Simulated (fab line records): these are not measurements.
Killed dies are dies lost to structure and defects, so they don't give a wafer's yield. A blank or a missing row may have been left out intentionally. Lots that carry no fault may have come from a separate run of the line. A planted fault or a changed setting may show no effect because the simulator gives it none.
Which tool was responsible? / flow sky130 / 12 lots, 36 wafers sampled, at 5 steps of a route of 708

== WHAT THE GAUGES READ, wafer by wafer ==
SKY_NWELL_RS_MEAS_29: a four-point-probe measurement.
lot=L700; measured=day 5 05:15; on=film_metro-04; NWELL_RS (ohm/sq)=628.6 629.1 631.0
lot=L702; measured=day 5 17:37; on=film_metro-03; NWELL_RS (ohm/sq)=628.8 630.0 629.6
lot=L703; measured=day 6 01:45; on=film_metro-04; NWELL_RS (ohm/sq)=626.0 625.5 627.3
lot=L704; measured=day 6 06:16; on=film_metro-02; NWELL_RS (ohm/sq)=628.5 628.1 626.9
lot=L705; measured=day 6 15:22; on=film_metro-03; NWELL_RS (ohm/sq)=633.9 636.0 634.8 634.3 636.9 635.2
lot=L706; measured=day 6 20:05; on=film_metro-02; NWELL_RS (ohm/sq)=627.6 625.8 628.2
lot=L707; measured=day 7 00:43; on=film_metro-03; NWELL_RS (ohm/sq)=636.1 633.5 635.2 636.6 633.4 635.7
lot=L716; measured=day 9 10:19; on=film_metro-03; NWELL_RS (ohm/sq)=627.5 626.8 626.4
lot=L718; measured=day 9 18:40; on=film_metro-04; NWELL_RS (ohm/sq)=629.3 629.0 632.0
lot=L719; measured=day 10 03:01; on=film_metro-02; NWELL_RS (ohm/sq)=631.5 630.6 629.2
lot=L721; measured=day 10 14:29; on=film_metro-02; NWELL_RS (ohm/sq)=630.0 630.7 630.9
lot=L722; measured=day 11 00:38; on=film_metro-04; NWELL_RS (ohm/sq)=627.4 626.6 626.4

SKY_VIA1_RS_MEAS_22: a four-point-probe measurement.
lot=L700; measured=day 33 16:47; on=film_metro-03; VIA1_W_RS (ohm/sq)=0.434 0.431 0.435
lot=L702; measured=day 34 13:01; on=film_metro-01; VIA1_W_RS (ohm/sq)=0.423 0.423 0.420
lot=L703; measured=day 35 04:47; on=film_metro-02; VIA1_W_RS (ohm/sq)=0.420 0.414 0.420
lot=L704; measured=day 35 06:04; on=film_metro-03; VIA1_W_RS (ohm/sq)=0.423 0.426 0.424
lot=L705; measured=day 35 20:59; on=film_metro-02; VIA1_W_RS (ohm/sq)=0.426 0.424 0.425
lot=L706; measured=day 35 23:12; on=film_metro-01; VIA1_W_RS (ohm/sq)=0.416 0.412 0.415
lot=L707; measured=day 36 07:54; on=film_metro-03; VIA1_W_RS (ohm/sq)=0.426 0.407 0.428
lot=L716; measured=day 39 04:38; on=film_metro-02; VIA1_W_RS (ohm/sq)=0.414 0.430 0.432
lot=L718; measured=day 39 07:49; on=film_metro-03; VIA1_W_RS (ohm/sq)=0.418 0.430 0.417
lot=L719; measured=day 39 22:31; on=film_metro-01; VIA1_W_RS (ohm/sq)=0.428 0.418 0.411
lot=L721; measured=day 40 09:23; on=film_metro-01; VIA1_W_RS (ohm/sq)=0.414 0.425 0.426
lot=L722; measured=day 40 20:23; on=film_metro-01; VIA1_W_RS (ohm/sq)=0.427 0.425 0.395

SKY_METAL2_OVL_MEAS_16.
lot=L700; measured=day 34 19:51; on=overlay-02; METAL2_OVL (nm)=5 0 10
lot=L702; measured=day 35 17:31; on=overlay-01; METAL2_OVL (nm)=13 5 12
lot=L703; measured=day 36 08:17; on=overlay-02; METAL2_OVL (nm)=5 2 5
lot=L704; measured=day 36 10:03; on=overlay-01; METAL2_OVL (nm)=7 15 0
lot=L705; measured=day 37 01:02; on=overlay-02; METAL2_OVL (nm)=-3 -3 2
lot=L706; measured=day 37 02:53; on=overlay-01; METAL2_OVL (nm)=3 7 -2
lot=L707; measured=day 37 10:33; on=overlay-02; METAL2_OVL (nm)=-12 0 4
lot=L716; measured=day 40 06:11; on=overlay-02; METAL2_OVL (nm)=-2 7 7
lot=L718; measured=day 40 09:57; on=overlay-01; METAL2_OVL (nm)=1 -7 6
lot=L719; measured=day 41 00:16; on=overlay-02; METAL2_OVL (nm)=1 5 0
lot=L721; measured=day 41 10:09; on=overlay-02; METAL2_OVL (nm)=-5 3 4
lot=L722; measured=day 41 20:26; on=overlay-01; METAL2_OVL (nm)=15 9 15

== TOOL THAT RAN EACH LOT (tool first, then ch and the chambers of the sampled wafers, then the start) ==
lot=L700; SKY_NWELL_IMPLANT_13=implanter-01 ch 0, day 4 10:57; SKY_VIA1_SPUTTER_20=pvd_sputter-04, day 33 16:35
lot=L702; SKY_NWELL_IMPLANT_13=implanter-01 ch 0, day 4 23:00; SKY_VIA1_SPUTTER_20=pvd_sputter-03, day 34 12:52
lot=L703; SKY_NWELL_IMPLANT_13=implanter-01 ch 0, day 5 06:44; SKY_VIA1_SPUTTER_20=pvd_sputter-03, day 35 04:36
lot=L704; SKY_NWELL_IMPLANT_13=implanter-01 ch 0, day 5 11:52; SKY_VIA1_SPUTTER_20=pvd_sputter-03, day 35 05:54
lot=L705; SKY_NWELL_IMPLANT_13=implanter-01 ch 0, day 5 20:15; SKY_VIA1_SPUTTER_20=pvd_sputter-03, day 35 20:49
lot=L706; SKY_NWELL_IMPLANT_13=implanter-03 ch 0, day 6 00:32; SKY_VIA1_SPUTTER_20=pvd_sputter-04, day 35 23:02
lot=L707; SKY_NWELL_IMPLANT_13=implanter-01 ch 0, day 6 05:45; SKY_VIA1_SPUTTER_20=pvd_sputter-03, day 36 07:45
lot=L716; SKY_NWELL_IMPLANT_13=implanter-04 ch 0, day 8 12:03; SKY_VIA1_SPUTTER_20=pvd_sputter-04, day 39 04:29
lot=L718; SKY_NWELL_IMPLANT_13=implanter-03 ch 0, day 8 20:21; SKY_VIA1_SPUTTER_20=pvd_sputter-02, day 39 07:40
lot=L719; SKY_NWELL_IMPLANT_13=implanter-04 ch 0, day 9 03:30; SKY_VIA1_SPUTTER_20=pvd_sputter-04, day 39 22:21
lot=L721; SKY_NWELL_IMPLANT_13=implanter-03 ch 0, day 9 14:08; SKY_VIA1_SPUTTER_20=pvd_sputter-04, day 40 09:12
lot=L722; SKY_NWELL_IMPLANT_13=implanter-03 ch 0, day 10 01:11; SKY_VIA1_SPUTTER_20=pvd_sputter-03, day 40 20:13
- SKY_NWELL_IMPLANT_13
- SKY_VIA1_SPUTTER_20: material TiN, target thk 20 nm, time 80 s.

== AS READ BY THE TOOLS THEMSELVES (means over the sampled wafers that have a number; for cases with no such wafer, the mark the record gives instead) ==
SKY_NWELL_IMPLANT_13.
lot=L700 tool=implanter-01 beam_energy_keV=49.968 dose_ions_cm2=7.000e+11 faraday_current_uA=3.93
lot=L702 tool=implanter-01 beam_energy_keV=49.993 dose_ions_cm2=7.001e+11 faraday_current_uA=3.95
lot=L703 tool=implanter-01 beam_energy_keV=50.003 dose_ions_cm2=6.994e+11 faraday_current_uA=3.89
lot=L704 tool=implanter-01 beam_energy_keV=49.989 dose_ions_cm2=7.001e+11 faraday_current_uA=3.98
lot=L705 tool=implanter-01 beam_energy_keV=50.022 dose_ions_cm2=4.877e+11 faraday_current_uA=2.76
lot=L706 tool=implanter-03 beam_energy_keV=50.010 dose_ions_cm2=7.005e+11 faraday_current_uA=3.99
lot=L707 tool=implanter-01 beam_energy_keV=50.000 dose_ions_cm2=4.884e+11 faraday_current_uA=2.75
lot=L716 tool=implanter-04 beam_energy_keV=49.991 dose_ions_cm2=7.003e+11 faraday_current_uA=3.90
lot=L718 tool=implanter-03 beam_energy_keV=49.999 dose_ions_cm2=6.989e+11 faraday_current_uA=3.99
lot=L719 tool=implanter-04 beam_energy_keV=49.985 dose_ions_cm2=7.004e+11 faraday_current_uA=3.96
lot=L721 tool=implanter-03 beam_energy_keV=50.021 dose_ions_cm2=7.001e+11 faraday_current_uA=3.96
lot=L722 tool=implanter-03 beam_energy_keV=50.005 dose_ions_cm2=6.998e+11 faraday_current_uA=3.95

SKY_VIA1_SPUTTER_20.
lot=L700; tool=pvd_sputter-04; throttle_valve_pct (%)=30.1
lot=L702; tool=pvd_sputter-03; throttle_valve_pct (%)=30.0
lot=L703; tool=pvd_sputter-03; throttle_valve_pct (%)=29.8
lot=L704; tool=pvd_sputter-03; throttle_valve_pct (%)=29.9
lot=L705; tool=pvd_sputter-03; throttle_valve_pct (%)=29.6
lot=L706; tool=pvd_sputter-04; throttle_valve_pct (%)=30.3
lot=L707; tool=pvd_sputter-03; throttle_valve_pct (%)=30.5
lot=L716; tool=pvd_sputter-04; throttle_valve_pct (%)=29.0
lot=L718; tool=pvd_sputter-02; throttle_valve_pct (%)=30.0
lot=L719; tool=pvd_sputter-04; throttle_valve_pct (%)=30.0
lot=L721; tool=pvd_sputter-04; throttle_valve_pct (%)=30.0
lot=L722; tool=pvd_sputter-03; throttle_valve_pct (%)=29.8

== THE ANSWER, worked out from the rows above alone ==
Rule: usual is defined by the lots themselves. The widest of any qualifying gaps counts: lots, ordered by their means at a reading, are off when they make up no more than a third of the lots, leave a main group of 4 or more, and stand apart from it by 3 or more times the standard deviation of that group's means. The tables above print the reading to a certain number of digits; a main group whose means all agree to those digits is not used. A lot without any number at a reading at which 4 lots or more have one is off too. All remaining lots with rows at the step are treated as sound. The gauges are gone through in route order, then the tools' own readings, and for those a lot's mean is taken as printed above. At the first step where some lot is off, the reading lying furthest off is the one used; lots without a number count as furthest.
Off, at SKY_NWELL_IMPLANT_13 on dose_ions_cm2: L705, L707. Mean 7.000e+11 and standard deviation 4.6e+08 in the main group.
If a tool, at that step or one of the process steps before it, ran each lot that is off and ran no sound lot following the first of them, it fits. One candidate fits, namely implanter-01 at SKY_NWELL_IMPLANT_13. A fault onset in the window from L704 (day 5 11:52, its last sound lot) to L705 (day 5 20:15, its first lot off) fits.
The tool's own readings at SKY_NWELL_IMPLANT_13 bear it out: on the lots that are off they differ by more than 5 times the standard deviation of the sound lots' means. dose_ions_cm2 reads 4.880e+11 there against 7.000e+11 on the sound lots; faraday_current_uA reads 2.75 there against 3.95 on the sound lots.

== WHAT THE SIMULATOR HAD PUT IN ==
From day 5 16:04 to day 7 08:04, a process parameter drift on implanter-01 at SKY_NWELL_IMPLANT_13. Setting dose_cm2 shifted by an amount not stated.
Struck lots among those shown: L705, L707. This agrees with what the rule above found.
